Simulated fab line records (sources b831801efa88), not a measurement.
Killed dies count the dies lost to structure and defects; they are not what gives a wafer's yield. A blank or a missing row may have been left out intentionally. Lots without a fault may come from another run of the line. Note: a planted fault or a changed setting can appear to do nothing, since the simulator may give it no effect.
A single fault, viewed from 2 desks + flow sky130 + only its own numbers are on each desk; what lay behind them is given at the end

FROM THE METROLOGY DESK
What the gauges read for every lot (on any tool): the sampled wafers with a number, averaged. A lot is out of limits, marked OUT, if its mean lies more than 4 standard deviations from the usual mean; the brackets give that distance.
Columns: A = cdNm at SKY_VIA3_CD_MEAS_12, usual 200.2 nm; B = VIA3_OVL at SKY_VIA3_OVL_MEAS_13, usual -2 nm
| lot  | first seen here | A     | B  |
|------|-----------------|-------|----|
| L197 | day 39 15:17    | 198.2 | -1 |
| L199 | day 40 01:13    | 200.3 | -1 |
| L198 | day 40 03:59    | 201.5 | -6 |
| L200 | day 40 11:38    | 200.7 | 1  |
| L201 | day 40 21:52    | 201.4 | -3 |
| L204 | day 42 08:26    | 200.8 | 2  |
| L207 | day 43 07:17    | 200.5 | -5 |
| L216 | day 45 04:46    | 199.6 | -4 |
| L215 | day 45 08:15    | 200.6 | 1  |
| L218 | day 45 15:35    | 200.9 | -4 |
| L219 | day 45 21:05    | 199.7 | 4  |
| L220 | day 45 23:00    | 201.0 | 0  |
Result from this desk: across the 12 lots, nothing is out of limits.

FOR THE TOOL OWNER'S DESK: pecvd-01
The tool's own readings at SKY_PASSIVATION_CVD_02 (deposits Si3N4, target thk 540 nm): means of the sampled wafers that have a number, for each lot that ran on this tool. A lot is out of limits, marked OUT, if its mean lies more than 4 standard deviations from the usual mean; the brackets give that distance.
Columns: A = heaterPowerOuterW at SKY_PASSIVATION_CVD_02, usual 473 W; B = heaterPowerW at SKY_PASSIVATION_CVD_02, usual 778 W
| lot  | first seen here | A   | B   |
|------|-----------------|-----|-----|
| L197 | day 43 19:06    | 447 | 750 |
| L207 | day 47 02:05    | 385 | 635 |
| L219 | day 49 07:50    | 441 | 724 |
Result from this desk: across the 3 lots, nothing is out of limits.

PUT TOGETHER
The metrology desk saw nothing out of limits.
The tool owner's desk saw nothing out of limits.

WHAT THE SIMULATOR HAD INSERTED
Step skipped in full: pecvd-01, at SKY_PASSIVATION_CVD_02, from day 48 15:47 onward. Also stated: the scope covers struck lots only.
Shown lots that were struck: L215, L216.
